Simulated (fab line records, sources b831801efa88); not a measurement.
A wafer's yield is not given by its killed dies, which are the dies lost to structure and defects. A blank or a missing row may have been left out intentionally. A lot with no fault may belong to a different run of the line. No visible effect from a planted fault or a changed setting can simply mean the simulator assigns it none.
The tool behind it: which one? ; flow sky130 ; Sampling: 12 lots, 36 wafers, 3 of 708 route steps

## WHAT THE GAUGES SHOWED, per wafer
SKY_METAL2_OVL_MEAS_16. Usual: METAL2_OVL 0 nm, standard deviation 5.5.
lot;measured;on;METAL2_OVL (nm);flag
L191;day 34 17:37;overlay-02;-8 -1 1;
L192;day 35 23:07;overlay-01;2 0 -4;
L195;day 37 13:52;overlay-02;-11 -10 -12;
L196;day 37 15:10;overlay-01;7 4 1;
L198;day 37 17:28;overlay-01;7 1 -4;
L197;day 37 18:19;overlay-01;-3 -3 0;
L200;day 37 19:46;overlay-01;10 5 8;
L202;day 38 14:58;overlay-02;0 3 11;
L205;day 39 17:01;overlay-02;2 -9 1;
L209;day 41 05:16;overlay-01;-1 -1 -4;
L210;day 41 10:55;overlay-01;-3 -1 6;
L213;day 41 20:35;overlay-01;-3 -4 -2;

SKY_VIA2_CD_MEAS_12: target cd 200 nm. Usual: cd-nm at 200.2 nm, with a standard deviation of 1.2.
lot;measured;on;cd-nm (nm);flag
L191;day 35 21:08;cd-sem-02;199.4 198.5 199.7;
L192;day 37 02:02;cd-sem-01;198.8 197.2 197.5;
L195;day 38 16:16;cd-sem-02;199.7 198.6 200.9;
L196;day 38 17:53;cd-sem-02;200.6 200.5 199.8;
L198;day 38 19:47;cd-sem-02;200.2 200.4 200.5;
L197;day 38 20:32;cd-sem-02;199.8 200.2 200.9;
L200;day 38 22:23;cd-sem-02;199.7 198.7 199.8;
L202;day 39 17:53;cd-sem-01;201.2 200.4 201.1;
L205;day 40 19:13;cd-sem-02;202.2 201.0 201.6;
L209;day 42 05:56;cd-sem-02;200.7 199.4 201.8;
L210;day 42 11:33;cd-sem-01;200.3 198.8 198.9;
L213;day 42 21:14;cd-sem-02;199.9 200.4 199.2;

SKY_VIA2_OVL_MEAS_13. Usual: VIA2_OVL 0 nm, standard deviation 5.7.
lot;measured;on;VIA2_OVL (nm);flag
L191;day 35 21:16;overlay-01;4 4 6;
L192;day 37 02:07;overlay-02;6 5 1;
L195;day 38 16:22;overlay-02;7 -13 1;
L196;day 38 18:01;overlay-01;3 13 9;
L198;day 38 19:55;overlay-01;7 6 0;
L197;day 38 20:39;overlay-01;-8 6 2;
L200;day 38 22:31;overlay-01;-8 -7 -7;
L202;day 39 18:01;overlay-01;0 -2 1;
L205;day 40 19:19;overlay-01;0 -1 -3;
L209;day 42 06:01;overlay-02;6 -11 -9;
L210;day 42 11:40;overlay-02;-10 -9 -3;
L213;day 42 21:19;overlay-02;-10 -3 -3;

## EACH LOT AND THE TOOL THAT RAN IT (in order: tool; ch and the chambers of the sampled wafers; start)
There is no process step in the record ahead of these readings.

## AS READ BY THE TOOLS THEMSELVES (means over the sampled wafers that have a number; for cases with no such wafer, the mark the record gives instead)
The record holds no such reading with a usual standard deviation.

## THE ANSWER, worked out from the rows above alone
Rule: a lot counts as off when the mean over its wafers that have a number is more than 3 standard deviations away from the usual mean. A lot without any number at a reading at which 4 lots or more have one is off too. Where the step has rows for the other lots, those lots are counted as sound. The gauges are gone through in route order, then the tools' own readings, and for those a lot's mean is taken as printed above. At the first step where some lot is off, the reading lying furthest off is the one used; lots without a number count as furthest.
Nothing can be told from this: no lot is off at any reading shown.

## WHAT HAD BEEN PUT IN BY THE SIMULATOR
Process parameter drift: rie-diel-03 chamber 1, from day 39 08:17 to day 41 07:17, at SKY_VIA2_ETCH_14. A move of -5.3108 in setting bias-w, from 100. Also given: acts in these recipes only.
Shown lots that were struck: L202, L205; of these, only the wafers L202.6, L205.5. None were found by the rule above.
